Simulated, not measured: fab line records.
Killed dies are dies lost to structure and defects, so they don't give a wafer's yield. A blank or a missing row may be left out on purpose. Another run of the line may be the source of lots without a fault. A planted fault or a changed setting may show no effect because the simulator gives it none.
Check of tool commonality || flow sky130 || Sample size 11 lots and 33 wafers

THE REASON FOR OPENING IT
SKY_METAL2_RS_MEAS_05, reading METAL2_ALCU_RS: flagged on 2 of 11 lots. Fault-free wafers read 0.1271 ohm/sq, with a standard deviation of 0.0014.
Rule: a lot is flagged in two cases, either no wafer of it has a number, or all its wafers with numbers fall more than 4 standard deviations from that mean. The rest of the lots are taken to be sound.

{"lot": "L759", "measured": "day 34 09:35", "on": "filmMetro-03", "METAL2_ALCU_RS (ohm/sq), wafer by wafer": "0.1266 0.1255 0.1269", "flag": ""}
{"lot": "L760", "measured": "day 34 15:55", "on": "filmMetro-01", "METAL2_ALCU_RS (ohm/sq), wafer by wafer": "0.1306 0.1300 0.1307", "flag": ""}
{"lot": "L761", "measured": "day 34 19:32", "on": "filmMetro-01", "METAL2_ALCU_RS (ohm/sq), wafer by wafer": "0.1276 0.1274 0.1277", "flag": ""}
{"lot": "L764", "measured": "day 35 21:14", "on": "filmMetro-04", "METAL2_ALCU_RS (ohm/sq), wafer by wafer": "0.1261 0.1268 0.1272", "flag": ""}
{"lot": "L765", "measured": "day 36 01:53", "on": "filmMetro-04", "METAL2_ALCU_RS (ohm/sq), wafer by wafer": "0.1294 0.1289 0.1297", "flag": ""}
{"lot": "L766", "measured": "day 36 10:06", "on": "filmMetro-01", "METAL2_ALCU_RS (ohm/sq), wafer by wafer": "0.1275 0.1279 0.1290", "flag": ""}
{"lot": "L768", "measured": "day 37 01:32", "on": "filmMetro-01", "METAL2_ALCU_RS (ohm/sq), wafer by wafer": "0.1267 0.1272 0.1254", "flag": ""}
{"lot": "L769", "measured": "day 37 08:26", "on": "filmMetro-04", "METAL2_ALCU_RS (ohm/sq), wafer by wafer": "0.1288 0.1289 0.1285", "flag": ""}
{"lot": "L770", "measured": "day 38 00:48", "on": "filmMetro-01", "METAL2_ALCU_RS (ohm/sq), wafer by wafer": "0.1281 0.1276 0.1279", "flag": ""}
{"lot": "L780", "measured": "day 40 15:14", "on": "filmMetro-01", "METAL2_ALCU_RS (ohm/sq), wafer by wafer": "0.1207 0.1193 0.1200", "flag": "FLAGGED"}
{"lot": "L782", "measured": "day 40 22:56", "on": "filmMetro-04", "METAL2_ALCU_RS (ohm/sq), wafer by wafer": "0.1213 0.1204 0.1209", "flag": "FLAGGED"}
On average the flagged lots' numbers are 0.1204 ohm/sq, which is -0.0067 ohm/sq against the usual, or -5 standard deviations.

WHICH TOOL RAN EACH LOT
The record holds 1 process step before the reading, out of a route of 708 steps. In each cell: the tool, then ch and the chambers that the sampled wafers went through, then the start.
{"lot": "L759", "flag": "", "SKY_METAL2_SPUTTER_02": "pvdSputter-02, day 34 09:29"}
{"lot": "L760", "flag": "", "SKY_METAL2_SPUTTER_02": "pvdSputter-03, day 34 15:47"}
{"lot": "L761", "flag": "", "SKY_METAL2_SPUTTER_02": "pvdSputter-03, day 34 19:26"}
{"lot": "L764", "flag": "", "SKY_METAL2_SPUTTER_02": "pvdSputter-02, day 35 21:07"}
{"lot": "L765", "flag": "", "SKY_METAL2_SPUTTER_02": "pvdSputter-03, day 36 01:44"}
{"lot": "L766", "flag": "", "SKY_METAL2_SPUTTER_02": "pvdSputter-03, day 36 09:59"}
{"lot": "L768", "flag": "", "SKY_METAL2_SPUTTER_02": "pvdSputter-02, day 37 01:27"}
{"lot": "L769", "flag": "", "SKY_METAL2_SPUTTER_02": "pvdSputter-03, day 37 08:20"}
{"lot": "L770", "flag": "", "SKY_METAL2_SPUTTER_02": "pvdSputter-02, day 38 00:41"}
{"lot": "L780", "flag": "FLAGGED", "SKY_METAL2_SPUTTER_02": "pvdSputter-02, day 40 15:07"}
{"lot": "L782", "flag": "FLAGGED", "SKY_METAL2_SPUTTER_02": "pvdSputter-02, day 40 22:50"}
What the steps here do:
- SKY_METAL2_SPUTTER_02: material AlCu, target thk 250 nm, time 13.3 s.
- SKY_METAL2_RS_MEAS_05: measures by four-point-probe.

FLAGGED AGAINST TOTAL, ONE TOOL AT A TIME (gauges that did the reading follow at the end)
{"step": "SKY_METAL2_SPUTTER_02", "tool": "pvdSputter-02", "lots run": 6, "flagged": 2, "share of the flagged lots": "all", "sound lots run after its first flagged lot": 0}
{"step": "SKY_METAL2_SPUTTER_02", "tool": "pvdSputter-03", "lots run": 5, "flagged": 0, "share of the flagged lots": "none", "sound lots run after its first flagged lot": "-"}
{"step": "SKY_METAL2_RS_MEAS_05", "tool": "filmMetro-01", "lots run": 6, "flagged": 1, "share of the flagged lots": "some", "sound lots run after its first flagged lot": 0}
{"step": "SKY_METAL2_RS_MEAS_05", "tool": "filmMetro-03", "lots run": 1, "flagged": 0, "share of the flagged lots": "none", "sound lots run after its first flagged lot": "-"}
{"step": "SKY_METAL2_RS_MEAS_05", "tool": "filmMetro-04", "lots run": 4, "flagged": 1, "share of the flagged lots": "some", "sound lots run after its first flagged lot": 0}

WHAT THE TABLE ALLOWS
In the table, 1 row covers all flagged lots: pvdSputter-02 at SKY_METAL2_SPUTTER_02.
- pvdSputter-02 at SKY_METAL2_SPUTTER_02 ran 6 lots, 2 of them flagged. A fault beginning between L770 (day 38 00:41), its last sound lot, and L780 (day 40 15:07), its first flagged one, fits the data. Its own readings lie more than 4 standard deviations out on every wafer of the flagged lots: chamberPressurePa.
One tool is left: pvdSputter-02 at SKY_METAL2_SPUTTER_02.

WHAT HAD BEEN PUT IN BY THE SIMULATOR
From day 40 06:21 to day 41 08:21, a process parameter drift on pvdSputter-02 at SKY_METAL2_SPUTTER_02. Setting chamberPressurePa, moved by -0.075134, from 0.4. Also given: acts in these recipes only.
Shown lots that were struck: L780, L782. The rule given above showed the same thing.
